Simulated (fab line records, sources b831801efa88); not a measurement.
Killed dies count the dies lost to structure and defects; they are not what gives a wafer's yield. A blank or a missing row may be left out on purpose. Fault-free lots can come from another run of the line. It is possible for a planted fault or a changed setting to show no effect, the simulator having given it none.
2 desks, one fault -- flow sky130 -- numbers are kept per desk, each desk with only its own; the story behind them comes last

THE TOOL OWNER'S DESK: lithoTrack-04
The tool's own readings at SKY_VIA4_DEVELOP_10 (develop time 60 s): means of the sampled wafers that have a number, for each lot that ran on this tool. If a lot's mean is further than 4 standard deviations from the usual mean, the lot is out of limits and carries the mark OUT (the distance appears in the brackets).
Columns: A = resistLineTempC at SKY_VIA4_DEVELOP_10, usual 22.99 C
lot,first seen here,A
L820,day 46 14:25,23.04
L821,day 46 19:56,23.12
This desk's finding: nothing out of limits on any of the 2 lots.

FROM THE METROLOGY DESK
Lot by lot, what the gauges showed, no matter which tool ran the lot: averages of those sampled wafers that carry a number. If a lot's mean is further than 4 standard deviations from the usual mean, the lot is out of limits and carries the mark OUT (the distance appears in the brackets).
Columns: A = VIA4_HDPCVD_THK at SKY_VIA4_THK_MEAS_01, usual 1747 nm; B = VIA4_BOW at SKY_VIA4_BOW_MEAS_03, usual 80 um; C = VIA4_OVL at SKY_VIA4_OVL_MEAS_11, usual -0.5 nm
lot,first seen here,A,B,C
L810,day 42 03:44,1732,71,-0.4
L811,day 42 07:20,1719,76,-1.1
L820,day 45 18:06,1716,82,1.1
L821,day 45 23:12,1760,76,0.4
L822,day 45 23:27,1752,86,-1.1
L824,day 46 06:28,1749,78,-0.3
This desk's finding: nothing out of limits on any of the 6 lots.

BROUGHT TOGETHER
The tool owner's desk saw nothing out of limits.
The metrology desk saw nothing out of limits.

WHAT WAS PUT IN BY THE SIMULATOR
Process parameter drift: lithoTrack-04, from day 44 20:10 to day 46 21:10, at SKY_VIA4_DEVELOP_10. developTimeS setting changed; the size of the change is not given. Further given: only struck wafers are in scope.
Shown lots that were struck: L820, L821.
